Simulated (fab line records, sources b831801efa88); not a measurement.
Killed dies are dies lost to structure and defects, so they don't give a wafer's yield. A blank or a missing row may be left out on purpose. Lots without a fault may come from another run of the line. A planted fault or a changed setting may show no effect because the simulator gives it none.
Problem report in the 8D (eight disciplines) form, filled by code | flow sky130 | the parts of the form that need people (team, actions taken, sign-off) are left out

1. THE PROBLEM
killed_at_front_end at SKY_PAD_OPEN_PROBE_99 reads a mean of 425 on 3 wafers of 1 lot; wafers without a fault read 14 with a standard deviation of 4.2. That is +98 standard deviations from the usual mean.
First seen on wafer L771.1, day 49 14:02, on prober-01. The record holds 27 wafers of 9 lots with a number at this step. Rule for "out", or "out of limits": more than 4 standard deviations from the usual mean. The other wafers with a number count as sound.

2. WHAT IT IS AND WHAT IT IS NOT
question                    | is                                              | is not
which readings at this step | killed_at_front_end, killed_dies, killed_on_rim | killed_at_M0_to_M3, killed_at_M4_up, killed_at_other, killed_open, killed_short
which lots                  | L771                                            | L755, L756, L757, L758, L760, L762, L767, L775
which wafers of those lots  | all that have a number                          | -
read on which tools         | prober-01                                       | prober-02
when                        | from day 49 14:02                               | up to then (21 sound wafers); but 3 sound wafers of L775 came after

3. SUSPECTS, AND WHAT RULES EACH OUT
Counting: a tool at a process step up to the reading stays a suspect if it ran every lot that is out and no sound lot after the first of them.
- pvd_sputter-02 at SKY_METAL2_SPUTTER_04 (material TiN, target thk 70 nm, time 58.3 s): kept. It ran the lot that is out, L771 (day 38 23:27), and no sound lot after that; its last sound lot up to then is L767 (day 38 04:17).
- pvd_sputter-03 at SKY_METAL4_SPUTTER_03 (material Ti, target thk 5 nm, time 3.3 s): kept. It ran the lot that is out, L771 (day 44 07:28), and no sound lot after that; its last sound lot up to then is L767 (day 43 11:52).
- prober-01 at SKY_PAD_OPEN_PROBE_99: kept. It ran the lot that is out, L771 (day 49 14:02), and no sound lot after that; its last sound lot up to then is L762 (day 47 18:04). Its own readings are out on those wafers: killed_at_front_end, killed_dies, killed_on_rim.
Left after counting: pvd_sputter-02 at SKY_METAL2_SPUTTER_04, pvd_sputter-03 at SKY_METAL4_SPUTTER_03, prober-01 at SKY_PAD_OPEN_PROBE_99.

4. THE CAUSE (what the simulator had put in)
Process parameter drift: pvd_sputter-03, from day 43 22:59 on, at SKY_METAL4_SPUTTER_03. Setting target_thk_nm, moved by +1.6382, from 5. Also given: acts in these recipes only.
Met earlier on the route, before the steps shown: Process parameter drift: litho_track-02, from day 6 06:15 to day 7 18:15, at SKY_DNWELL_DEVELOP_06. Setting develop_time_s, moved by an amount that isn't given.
Counting left 3 suspects, and this tool is among them.

5. THE CHAIN OF EFFECTS, in route order
Each row: a reading whose mean over the struck wafers that have a number lies more than 3 standard deviations from the usual. Only readings for which the record gives a usual standard deviation are gone through. hours: the time from each lot's start at the first step in this table that gives one to its start at this step, as a median over the lots. sigmas: the change in usual standard deviations.
hours | step                  | reading             | usual | on struck wafers | change | sigmas
0     | SKY_PAD_OPEN_PROBE_99 | killed_at_front_end | 14    | 425              | +411   | +98
0     | SKY_PAD_OPEN_PROBE_99 | killed_dies         | 84    | 492              | +408   | +43
0     | SKY_PAD_OPEN_PROBE_99 | killed_on_rim       | 16    | 96               | +80    | +24
The process steps in it:
- SKY_PAD_OPEN_PROBE_99

6. WHAT WOULD HAVE CAUGHT IT SOONER
In this record the first reading out of limits was taken at day 49 14:02, 135 hours after the fault began at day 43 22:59.
Of the tool readings at SKY_METAL4_SPUTTER_03 for which the record gives a usual standard deviation, none was out on any struck wafer, so an alarm limit of 4 standard deviations on them would not have fired.
All the lots that are out (1) had begun SKY_METAL4_SPUTTER_03 on pvd_sputter-03 by day 49 14:02. A hold on the tool at that time would have spared none of them.
